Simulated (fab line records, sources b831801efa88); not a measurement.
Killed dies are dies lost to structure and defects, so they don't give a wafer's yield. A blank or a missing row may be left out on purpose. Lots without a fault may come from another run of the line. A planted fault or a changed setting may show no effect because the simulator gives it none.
Which tool did it? | flow gf180mcu | 14 lots, 42 wafers sampled, at 4 steps of a route of 602

WHAT THE GAUGES READ, wafer by wafer
GF_V1_THK_MEAS_25: measures by xrf. Usual: V1_W_THK 335 nm, standard deviation 6.9.
lot  | measured     | on            | V1_W_THK (nm) | flag
L765 | day 17 21:20 | film_metro-02 | 344 347 333   |
L766 | day 18 10:47 | film_metro-04 | 335 335 338   |
L767 | day 19 00:48 | film_metro-04 | 338 336 334   |
L769 | day 19 18:01 | film_metro-04 | 335 334 337   |
L770 | day 20 01:58 | film_metro-02 | 335 337 339   |
L775 | day 22 00:19 | film_metro-03 | 329 328 327   |
L782 | day 24 11:30 | film_metro-04 | 336 334 334   |
L783 | day 24 13:59 | film_metro-03 | 324 328 327   |
L784 | day 24 22:58 | film_metro-04 | 348 340 348   |
L785 | day 25 08:25 | film_metro-04 | 322 327 325   |
L787 | day 25 23:43 | film_metro-02 | 342 342 335   |
L788 | day 26 05:26 | film_metro-04 | 343 339 347   |

WHICH TOOL RAN EACH LOT (tool, then ch and the chambers of the sampled wafers, then the start)
lot  | GF_VT_IMPLANT_DEVELOP_17          | GF_SAB_CVD_00                   | GF_CONTACT_SPUTTER_23
L765 | litho_track-02 ch 0, day 6 05:31  | pecvd-02 ch 1,2, day 14 00:56   | pvd_sputter-03, day 15 21:35
L766 | litho_track-01 ch 0, day 6 12:39  | pecvd-02 ch 0,2, day 14 13:06   | pvd_sputter-02, day 16 09:56
L767 | litho_track-04 ch 0, day 6 17:41  | pecvd-02 ch 0,1,2, day 15 01:08 | pvd_sputter-01, day 16 22:41
L769 | litho_track-02 ch 0, day 7 06:44  | pecvd-04 ch 0,1,2, day 15 14:59 | pvd_sputter-02, day 17 14:50
L770 | litho_track-04 ch 0, day 7 13:36  | pecvd-02 ch 1,2, day 16 00:02   | pvd_sputter-01, day 17 23:05
L771 | litho_track-02, day 7 21:28       | -                               | -
L772 | litho_track-02, day 8 00:31       | -                               | -
L775 | litho_track-02 ch 0, day 8 19:49  | pecvd-03 ch 0,1,2, day 17 18:30 | pvd_sputter-01, day 19 20:38
L782 | litho_track-04 ch 0, day 10 17:45 | pecvd-02 ch 1,2, day 20 09:44   | pvd_sputter-01, day 22 11:19
L783 | litho_track-02 ch 0, day 10 22:16 | pecvd-02 ch 0,1,2, day 20 12:50 | pvd_sputter-03, day 22 13:50
L784 | litho_track-01 ch 0, day 11 04:22 | pecvd-02 ch 1,2, day 20 21:48   | pvd_sputter-03, day 22 23:20
L785 | litho_track-02 ch 0, day 11 15:52 | pecvd-04 ch 1,2, day 21 09:30   | pvd_sputter-02, day 23 09:31
L787 | litho_track-04 ch 0, day 12 00:53 | pecvd-02 ch 0,2, day 21 23:19   | pvd_sputter-02, day 23 23:26
L788 | litho_track-02 ch 0, day 12 06:37 | pecvd-04 ch 0,1,2, day 22 07:41 | pvd_sputter-02, day 24 07:29
- GF_VT_IMPLANT_DEVELOP_17: develop time 60 s.
- GF_SAB_CVD_00: deposits SiO2 from TEOS, target thk 50 nm, time 4.9302 s.
- GF_CONTACT_SPUTTER_23: material TiN, target thk 10 nm, time 40 s.

WHAT THE TOOLS THEMSELVES READ (means of the sampled wafers that have a number; where no wafer has one, the mark that the record gives instead)
GF_VT_IMPLANT_DEVELOP_17. Usual: chill_plate_temp_C 23.00 C, standard deviation 0.096.
lot  | tool           | chill_plate_temp_C (C) | flag
L765 | litho_track-02 | 23.17                  |
L766 | litho_track-01 | 22.96                  |
L767 | litho_track-04 | 23.07                  |
L769 | litho_track-02 | 23.04                  |
L770 | litho_track-04 | 23.05                  |
L771 | litho_track-02 | -                      | OFF
L772 | litho_track-02 | -                      | OFF
L775 | litho_track-02 | 22.99                  |
L782 | litho_track-04 | 23.05                  |
L783 | litho_track-02 | 23.11                  |
L784 | litho_track-01 | 23.01                  |
L785 | litho_track-02 | 23.05                  |
L787 | litho_track-04 | 23.02                  |
L788 | litho_track-02 | 23.02                  |

GF_SAB_CVD_00. Usual: heater_power_w 633 W, standard deviation 74.
lot  | tool     | heater_power_w (W) | flag
L765 | pecvd-02 | 603                |
L766 | pecvd-02 | 607                |
L767 | pecvd-02 | 615                |
L769 | pecvd-04 | 629                |
L770 | pecvd-02 | 649                |
L775 | pecvd-03 | 655                |
L782 | pecvd-02 | 651                |
L783 | pecvd-02 | 668                |
L784 | pecvd-02 | 604                |
L785 | pecvd-04 | 689                |
L787 | pecvd-02 | 622                |
L788 | pecvd-04 | 615                |

GF_CONTACT_SPUTTER_23. Usual: chamber_pressure_pa 4.789 Pa, standard deviation 0.0091; throttle_valve_pct 30.5 %, standard deviation 0.76.
lot  | tool           | chamber_pressure_pa (Pa) | throttle_valve_pct (%) | flag
L765 | pvd_sputter-03 | 4.787                    | 30.9                   |
L766 | pvd_sputter-02 | 4.791                    | 31.3                   |
L767 | pvd_sputter-01 | 4.803                    | 30.7                   |
L769 | pvd_sputter-02 | 4.785                    | 29.5                   |
L770 | pvd_sputter-01 | 4.794                    | 30.5                   |
L775 | pvd_sputter-01 | 4.795                    | 30.7                   |
L782 | pvd_sputter-01 | 4.793                    | 30.5                   |
L783 | pvd_sputter-03 | 4.784                    | 30.5                   |
L784 | pvd_sputter-03 | 4.790                    | 30.8                   |
L785 | pvd_sputter-02 | 4.791                    | 30.4                   |
L787 | pvd_sputter-02 | 4.785                    | 30.5                   |
L788 | pvd_sputter-02 | 4.786                    | 30.5                   |

THE ANSWER, worked out from the rows above alone
Rule: a lot is off if the mean of its wafers that have a number lies more than 3 standard deviations from the usual mean. A lot without any number at a reading at which 4 lots or more have one is off too. The other lots that the step has rows for count as sound. The gauges are gone through in route order, then the tools' own readings, and for those a lot's mean is taken as printed above. The first step at which some lot is off is used, and at that step the reading that is off furthest; a lot without a number counts as furthest.
Off: L771, L772, at GF_VT_IMPLANT_DEVELOP_17 (chill_plate_temp_C). Without a number there: L771, L772.
A tool fits if, at that step or a process step before it, it ran every lot that is off, and no sound lot after the first of them. None of those tried fits.

WHAT THE SIMULATOR HAD PUT IN
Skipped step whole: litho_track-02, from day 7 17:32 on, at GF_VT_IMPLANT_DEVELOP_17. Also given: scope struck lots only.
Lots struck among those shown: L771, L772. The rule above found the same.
